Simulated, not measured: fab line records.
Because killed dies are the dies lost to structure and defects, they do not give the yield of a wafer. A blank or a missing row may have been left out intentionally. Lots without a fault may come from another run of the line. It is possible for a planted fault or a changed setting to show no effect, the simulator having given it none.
What tool caused it? + flow sky130 + Sampling: 24 lots, 72 wafers, 6 of 708 route steps

## WHAT THE GAUGES SHOWED, per wafer
SKY_METAL1_OVL_MEAS_16.
| lot  | measured     | on         | METAL1_OVL (nm) |
|------|--------------|------------|-----------------|
| L074 | day 32 16:56 | overlay-02 | 0 0 -8          |
| L075 | day 32 19:23 | overlay-02 | -1 -2 -5        |
| L076 | day 33 07:31 | overlay-02 | -6 -1 1         |
| L077 | day 33 16:37 | overlay-02 | -9 -1 -4        |
| L078 | day 33 17:55 | overlay-02 | 2 -6 -1         |
| L079 | day 34 18:13 | overlay-01 | -3 -5 -1        |
| L080 | day 35 00:26 | overlay-02 | 6 6 12          |
| L082 | day 35 13:35 | overlay-01 | -1 10 3         |
| L083 | day 35 19:49 | overlay-01 | 0 2 -1          |
| L084 | day 36 11:44 | overlay-01 | -5 -2 1         |
| L081 | day 36 12:25 | overlay-02 | -3 -9 -7        |
| L085 | day 36 13:14 | overlay-01 | 7 11 14         |
| L086 | day 36 23:13 | overlay-02 | 17 11 9         |
| L087 | day 36 23:33 | overlay-01 | -2 -3 1         |
| L088 | day 37 09:37 | overlay-02 | -9 -6 -10       |
| L089 | day 37 18:53 | overlay-02 | 5 1 -3          |
| L090 | day 38 00:37 | overlay-01 | 2 4 -6          |
| L091 | day 38 05:59 | overlay-01 | 6 4 -2          |
| L092 | day 38 14:34 | overlay-01 | -1 -1 5         |
| L093 | day 39 02:17 | overlay-01 | -8 -6 -13       |
| L094 | day 39 06:12 | overlay-01 | -3 -7 -2        |
| L095 | day 39 07:50 | overlay-01 | 3 -3 5          |
| L096 | day 39 12:58 | overlay-01 | 9 -1 9          |
| L097 | day 40 01:44 | overlay-01 | 0 -2 0          |

SKY_METAL2_CD_MEAS_15: target cd 140 nm.
| lot  | measured     | on       | cdNm (nm)         |
|------|--------------|----------|-------------------|
| L074 | day 35 00:58 | cdSem-01 | 139.7 140.6 139.7 |
| L075 | day 35 02:59 | cdSem-01 | 139.3 139.7 139.4 |
| L076 | day 35 13:34 | cdSem-01 | 138.3 138.4 138.4 |
| L077 | day 36 00:04 | cdSem-01 | 139.2 141.6 138.7 |
| L078 | day 36 00:43 | cdSem-01 | 141.5 140.1 141.0 |
| L079 | day 37 00:22 | cdSem-01 | 140.7 138.6 140.1 |
| L080 | day 37 08:10 | cdSem-02 | 141.3 142.3 142.1 |
| L082 | day 37 20:55 | cdSem-02 | 140.1 140.4 138.6 |
| L083 | day 38 01:59 | cdSem-01 | 139.9 139.9 139.6 |
| L084 | day 38 18:14 | cdSem-01 | 139.4 140.5 142.1 |
| L081 | day 38 19:22 | cdSem-01 | 141.3 139.4 140.3 |
| L085 | day 38 19:54 | cdSem-02 | 140.4 140.7 138.3 |
| L086 | day 39 05:43 | cdSem-02 | 140.4 140.8 139.3 |
| L087 | day 39 05:57 | cdSem-01 | 140.2 139.6 139.7 |
| L088 | day 39 15:04 | cdSem-02 | 140.9 139.8 140.2 |
| L089 | day 40 00:41 | cdSem-01 | 142.4 141.6 141.7 |
| L090 | day 40 07:02 | cdSem-02 | 138.4 138.4 138.3 |
| L091 | day 40 09:34 | cdSem-02 | 140.7 139.7 142.4 |
| L092 | day 40 17:54 | cdSem-01 | 138.0 139.4 136.4 |
| L093 | day 41 08:19 | cdSem-01 | 136.9 138.3 139.2 |
| L094 | day 41 09:36 | cdSem-01 | 138.1 139.3 141.4 |
| L095 | day 41 11:25 | cdSem-01 | 141.1 141.4 142.0 |
| L096 | day 41 16:56 | cdSem-02 | 138.9 138.7 138.8 |
| L097 | day 42 04:47 | cdSem-01 | 137.3 136.9 137.3 |

## WHAT TOOL EACH LOT RAN ON (gives the tool, then ch and the chambers of the sampled wafers, and finally the start)
| lot  | SKY_METAL1_DESCUM_17             | SKY_VIA1_CMP_02               | SKY_VIA1_ETCH_15                  | SKY_VIA1_CVD_21              |
|------|----------------------------------|-------------------------------|-----------------------------------|------------------------------|
| L074 | rieMetal-01 ch 0,1, day 32 16:58 | cmp-02 ch 0,1,2, day 32 18:02 | rieDiel-04 ch 0,1,3, day 33 21:35 | cvdW-02 ch 1, day 33 22:17   |
| L075 | rieMetal-04 ch 0,1, day 32 19:25 | cmp-02 ch 1,2,3, day 32 20:25 | rieDiel-04 ch 0,3, day 33 23:47   | cvdW-02 ch 0,1, day 34 00:31 |
| L076 | rieMetal-01 ch 0,1, day 33 07:32 | cmp-01 ch 0,1,2, day 33 08:35 | rieDiel-02 ch 0,1,2, day 34 10:31 | cvdW-01 ch 0,1, day 34 11:13 |
| L077 | rieMetal-04 ch 0,1, day 33 16:38 | cmp-01 ch 0,1,2, day 33 17:35 | rieDiel-04 ch 0,2,3, day 34 20:05 | cvdW-02 ch 0,1, day 34 20:47 |
| L078 | rieMetal-01 ch 0,1, day 33 17:56 | cmp-01 ch 1,2, day 33 18:53   | rieDiel-01 ch 2,3, day 34 21:13   | cvdW-02 ch 0, day 34 21:55   |
| L079 | rieMetal-02 ch 0,1, day 34 18:15 | cmp-02 ch 1,2,3, day 34 19:11 | rieDiel-02 ch 2,3, day 35 21:35   | cvdW-01 ch 0,1, day 35 22:17 |
| L080 | rieMetal-01 ch 0,1, day 35 00:28 | cmp-01 ch 0,1,2, day 35 01:25 | rieDiel-01 ch 0,1,3, day 36 04:46 | cvdW-01 ch 0,1, day 36 05:28 |
| L082 | rieMetal-02 ch 0,1, day 35 13:37 | cmp-02 ch 0,1,2, day 35 14:40 | rieDiel-04 ch 0,2,3, day 36 17:32 | cvdW-01 ch 0,1, day 36 18:14 |
| L083 | rieMetal-04 ch 1, day 35 19:50   | cmp-02 ch 0,1,3, day 35 20:49 | rieDiel-01 ch 2,3, day 36 22:31   | cvdW-01 ch 0,1, day 36 23:14 |
| L084 | rieMetal-02 ch 1, day 36 11:46   | cmp-02 ch 0,3, day 36 13:18   | rieDiel-02 ch 0,2, day 37 15:35   | cvdW-01 ch 0,1, day 37 16:17 |
| L081 | rieMetal-02 ch 0,1, day 36 12:26 | cmp-02 ch 0,1,3, day 36 13:57 | rieDiel-04 ch 2,3, day 37 16:38   | cvdW-02 ch 0,1, day 37 17:20 |
| L085 | rieMetal-04 ch 0,1, day 36 13:16 | cmp-01 ch 0,2,3, day 36 14:49 | rieDiel-01 ch 0,3, day 37 16:49   | cvdW-02 ch 0,1, day 37 17:33 |
| L086 | rieMetal-02 ch 0,1, day 36 23:15 | cmp-01 ch 1,2,3, day 37 00:17 | rieDiel-01 ch 0,2,3, day 38 03:09 | cvdW-02 ch 0,1, day 38 03:56 |
| L087 | rieMetal-01 ch 0,1, day 36 23:35 | cmp-01 ch 2,3, day 37 00:53   | rieDiel-04 ch 0,1,2, day 38 03:46 | cvdW-02 ch 0,1, day 38 04:29 |
| L088 | rieMetal-02 ch 1, day 37 09:38   | cmp-01 ch 0,2,3, day 37 10:47 | rieDiel-01 ch 0,1,2, day 38 12:55 | cvdW-01 ch 0,1, day 38 13:40 |
| L089 | rieMetal-01 ch 1, day 37 18:55   | cmp-02 ch 0,1,2, day 37 20:14 | rieDiel-01 ch 2,3, day 38 22:24   | cvdW-02 ch 0,1, day 38 23:10 |
| L090 | rieMetal-01 ch 0,1, day 38 00:38 | cmp-02 ch 0,2, day 38 01:36   | rieDiel-04 ch 0,1, day 39 03:23   | cvdW-02 ch 0, day 39 04:10   |
| L091 | rieMetal-01 ch 0,1, day 38 06:01 | cmp-01 ch 0,1,2, day 38 06:59 | rieDiel-02 ch 0,2,3, day 39 08:17 | cvdW-01 ch 0,1, day 39 09:02 |
| L092 | rieMetal-02 ch 0,1, day 38 14:36 | cmp-02 ch 0,1,2, day 38 15:35 | rieDiel-01 ch 0,2,3, day 39 16:08 | cvdW-02 ch 0,1, day 39 16:58 |
| L093 | rieMetal-04 ch 0,1, day 39 02:19 | cmp-02 ch 0,1,3, day 39 05:59 | rieDiel-02 ch 0,2, day 40 06:35   | cvdW-02 ch 0, day 40 07:17   |
| L094 | rieMetal-04 ch 0,1, day 39 06:14 | cmp-02 ch 0,3, day 39 07:13   | rieDiel-01 ch 2,3, day 40 08:10   | cvdW-02 ch 0, day 40 09:08   |
| L095 | rieMetal-02 ch 0,1, day 39 07:52 | cmp-02 ch 1,2,3, day 39 08:49 | rieDiel-04 ch 2,3, day 40 09:23   | cvdW-02 ch 0, day 40 10:08   |
| L096 | rieMetal-01 ch 0,1, day 39 12:59 | cmp-01 ch 0,1,2, day 39 14:41 | rieDiel-01 ch 1,2,3, day 40 15:23 | cvdW-01 ch 0,1, day 40 16:07 |
| L097 | rieMetal-04 ch 0,1, day 40 01:46 | cmp-02 ch 0,3, day 40 02:55   | rieDiel-02 ch 0,2,3, day 41 03:31 | cvdW-02 ch 0,1, day 41 04:15 |
- SKY_METAL1_DESCUM_17: chemistry O2, time 8 s.
- SKY_VIA1_CMP_02: polishes SiO2.
- SKY_VIA1_ETCH_15: etches SiO2 in C4F8/O2/Ar, stops on TiN, target depth 351 nm, time 54 s.
- SKY_VIA1_CVD_21: deposits W, target thk 270 nm, time 80.902 s.

## AS READ BY THE TOOLS THEMSELVES (means over the sampled wafers that have a number; for cases with no such wafer, the mark the record gives instead)
SKY_METAL1_DESCUM_17.
| lot  | tool        | drypumpMotorCurrentA (A) | oesProductAu (a.u.) |
|------|-------------|--------------------------|---------------------|
| L074 | rieMetal-01 | 5.93                     | 0.996               |
| L075 | rieMetal-04 | 6.13                     | 1.004               |
| L076 | rieMetal-01 | 5.95                     | 0.996               |
| L077 | rieMetal-04 | 6.05                     | 1.001               |
| L078 | rieMetal-01 | 5.71                     | 1.000               |
| L079 | rieMetal-02 | 5.78                     | 1.000               |
| L080 | rieMetal-01 | 5.94                     | 0.996               |
| L082 | rieMetal-02 | 5.77                     | 1.000               |
| L083 | rieMetal-04 | 6.20                     | 1.002               |
| L084 | rieMetal-02 | 5.84                     | 1.000               |
| L081 | rieMetal-02 | 5.68                     | 1.004               |
| L085 | rieMetal-04 | 6.04                     | 1.004               |
| L086 | rieMetal-02 | 5.77                     | 1.006               |
| L087 | rieMetal-01 | 5.95                     | 1.000               |
| L088 | rieMetal-02 | 5.85                     | 0.993               |
| L089 | rieMetal-01 | 6.16                     | 0.999               |
| L090 | rieMetal-01 | 5.95                     | 0.992               |
| L091 | rieMetal-01 | 5.95                     | 0.996               |
| L092 | rieMetal-02 | 5.70                     | 0.996               |
| L093 | rieMetal-04 | 6.06                     | 1.004               |
| L094 | rieMetal-04 | 6.03                     | 1.006               |
| L095 | rieMetal-02 | 5.67                     | 1.000               |
| L096 | rieMetal-01 | 5.93                     | 0.993               |
| L097 | rieMetal-04 | 6.05                     | 0.998               |

SKY_VIA1_CMP_02.
| lot  | tool   | motorCurrentA (A) |
|------|--------|-------------------|
| L074 | cmp-02 | 12.0              |
| L075 | cmp-02 | 11.7              |
| L076 | cmp-01 | 12.5              |
| L077 | cmp-01 | 12.0              |
| L078 | cmp-01 | 12.9              |
| L079 | cmp-02 | 11.8              |
| L080 | cmp-01 | 12.0              |
| L082 | cmp-02 | 12.3              |
| L083 | cmp-02 | 11.7              |
| L084 | cmp-02 | 11.0              |
| L081 | cmp-02 | 11.8              |
| L085 | cmp-01 | 12.7              |
| L086 | cmp-01 | 12.5              |
| L087 | cmp-01 | 12.9              |
| L088 | cmp-01 | 12.6              |
| L089 | cmp-02 | 12.0              |
| L090 | cmp-02 | 11.7              |
| L091 | cmp-01 | 12.5              |
| L092 | cmp-02 | 12.3              |
| L093 | cmp-02 | 11.6              |
| L094 | cmp-02 | 11.0              |
| L095 | cmp-02 | 11.6              |
| L096 | cmp-01 | 12.1              |
| L097 | cmp-02 | 10.6              |

SKY_VIA1_ETCH_15.
| lot  | tool       | biasW (W) | oesProductAu (a.u.) |
|------|------------|-----------|---------------------|
| L074 | rieDiel-04 | 1196      | 0.985               |
| L075 | rieDiel-04 | 1202      | 0.978               |
| L076 | rieDiel-02 | 1198      | 0.980               |
| L077 | rieDiel-04 | 1202      | 0.976               |
| L078 | rieDiel-01 | 1203      | 0.977               |
| L079 | rieDiel-02 | 1201      | 0.983               |
| L080 | rieDiel-01 | 1202      | 0.981               |
| L082 | rieDiel-04 | 1202      | 0.983               |
| L083 | rieDiel-01 | 1200      | 0.981               |
| L084 | rieDiel-02 | 1204      | 0.983               |
| L081 | rieDiel-04 | 1203      | 0.974               |
| L085 | rieDiel-01 | 1198      | 0.983               |
| L086 | rieDiel-01 | 1198      | 0.979               |
| L087 | rieDiel-04 | 1199      | 0.976               |
| L088 | rieDiel-01 | 1199      | 0.984               |
| L089 | rieDiel-01 | 1201      | 0.978               |
| L090 | rieDiel-04 | 1196      | 0.982               |
| L091 | rieDiel-02 | 1199      | 0.983               |
| L092 | rieDiel-01 | 1201      | 0.978               |
| L093 | rieDiel-02 | 1199      | 0.985               |
| L094 | rieDiel-01 | 1196      | 0.984               |
| L095 | rieDiel-04 | 1205      | 0.976               |
| L096 | rieDiel-01 | 1199      | 0.981               |
| L097 | rieDiel-02 | 1200      | 0.984               |

SKY_VIA1_CVD_21.
| lot  | tool    | heaterPowerW (W) |
|------|---------|------------------|
| L074 | cvdW-02 | 1064             |
| L075 | cvdW-02 | 1026             |
| L076 | cvdW-01 | 902              |
| L077 | cvdW-02 | 1006             |
| L078 | cvdW-02 | 954              |
| L079 | cvdW-01 | 848              |
| L080 | cvdW-01 | 852              |
| L082 | cvdW-01 | 902              |
| L083 | cvdW-01 | 891              |
| L084 | cvdW-01 | 839              |
| L081 | cvdW-02 | 1012             |
| L085 | cvdW-02 | 1005             |
| L086 | cvdW-02 | 993              |
| L087 | cvdW-02 | 999              |
| L088 | cvdW-01 | 900              |
| L089 | cvdW-02 | 1002             |
| L090 | cvdW-02 | 968              |
| L091 | cvdW-01 | 911              |
| L092 | cvdW-02 | 1027             |
| L093 | cvdW-02 | 979              |
| L094 | cvdW-02 | 973              |
| L095 | cvdW-02 | 976              |
| L096 | cvdW-01 | 874              |
| L097 | cvdW-02 | 1029             |

## THE ANSWER, worked out from the rows above alone
Rule: the lots themselves supply what counts as usual. Put in order of their means at a reading, lots are off if they are a third of the lots or fewer, leave a main group of 4 or more, and stand apart from it by a gap of 3 or more times the standard deviation of the main group's means; of several such gaps the widest counts. A main group is skipped when, at the precision printed for the reading in the tables above, its means are all equal. Also off: a lot with no number at a reading for which 4 or more lots have one. The other lots that the step has rows for count as sound. Order of review: gauges by route order, followed by the tools' own readings, for which a lot's mean as printed above is used. The first step at which some lot is off is used, and at that step the reading that is off furthest; a lot without a number counts as furthest.
No lot is off on any of the readings shown, so nothing can be concluded from this.

## WHAT THE SIMULATOR HAD INSERTED
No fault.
